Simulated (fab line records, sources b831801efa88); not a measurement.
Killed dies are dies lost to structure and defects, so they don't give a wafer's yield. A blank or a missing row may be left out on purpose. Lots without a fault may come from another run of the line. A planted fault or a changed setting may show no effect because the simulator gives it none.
One fault seen from 2 desks | flow gf180mcu | each desk has only its own numbers; what lay behind them comes last

THE METROLOGY DESK
What the gauges read, lot by lot, whatever tool the lot ran on: means of the sampled wafers that have a number. A lot is out of limits, marked OUT, if its mean lies more than 4 standard deviations from the usual mean; the brackets give that distance.
Columns: A = V5_W_THK at GF_V5_THK_MEAS_25, usual 364 nm; B = cd_nm at GF_TOP_METAL_CD_MEAS_14, usual 439.9 nm
lot  | first seen here | A   | B
L686 | day 27 09:01    | 354 | 440.5
L687 | day 27 22:16    | 355 | 441.4
L690 | day 28 11:15    | 368 | 439.0
L691 | day 28 21:07    | 368 | 438.0
L694 | day 29 15:17    | 366 | 439.0
L695 | day 30 00:17    | 363 | 532.3 (+39) OUT
L696 | day 30 14:19    | 360 | 511.8 (+30) OUT
L704 | day 32 12:19    | 367 | 439.2
L705 | day 32 18:09    | 356 | 437.9
L707 | day 33 01:24    | 366 | 441.0
L708 | day 33 08:16    | 370 | 437.3
L709 | day 33 14:29    | 368 | 439.1
This desk's finding: out of limits on L695, L696; first on L695, day 30 18:55 (cd_nm at GF_TOP_METAL_CD_MEAS_14). In limits: L686, L687, L690, L691, L694, L704, L705, L707, L708, L709.

THE TOOL OWNER'S DESK: iline_stepper-02
The tool's own readings at GF_TOP_METAL_EXPOSE_11 (exposes mask MetalTop, target cd 440 nm): means of the sampled wafers that have a number, for each lot that ran on this tool. A lot is out of limits, marked OUT, if its mean lies more than 4 standard deviations from the usual mean; the brackets give that distance.
Columns: A = exposure_dose_mJ_cm2 at GF_TOP_METAL_EXPOSE_11, usual 169.77; B = reticle_temp_C at GF_TOP_METAL_EXPOSE_11, usual 23.02 C
lot  | first seen here | A                        | B
L686 | day 27 20:11    | 169.82                   | 23.03
L687 | day 28 08:49    | 169.83                   | 23.04
L690 | day 28 21:17    | 169.56                   | 22.96
L695 | day 30 10:46    | 122.92 (-99 or more) OUT | 22.95
L696 | day 30 23:40    | 132.57 (-99 or more) OUT | 22.96
This desk's finding: out of limits on L695, L696; first on L695, day 30 10:46 (exposure_dose_mJ_cm2 at GF_TOP_METAL_EXPOSE_11). In limits: L686, L687, L690.

PUT TOGETHER
The tool owner's desk could have raised an alarm at day 30 10:46, on L695, L696.
The metrology desk could have raised an alarm at day 30 18:55, on L695, L696.
Of the lots named, all ran GF_TOP_METAL_EXPOSE_11 on iline_stepper-02.

WHAT THE SIMULATOR HAD PUT IN
Process parameter drift: iline_stepper-02, from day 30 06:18 on, at GF_TOP_METAL_EXPOSE_11. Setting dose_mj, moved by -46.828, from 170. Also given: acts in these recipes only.
Lots struck among those shown: L695, L696.
Hours from the fault's start to each desk's first reading out of limits: the tool owner's desk, 4; the metrology desk, 13.
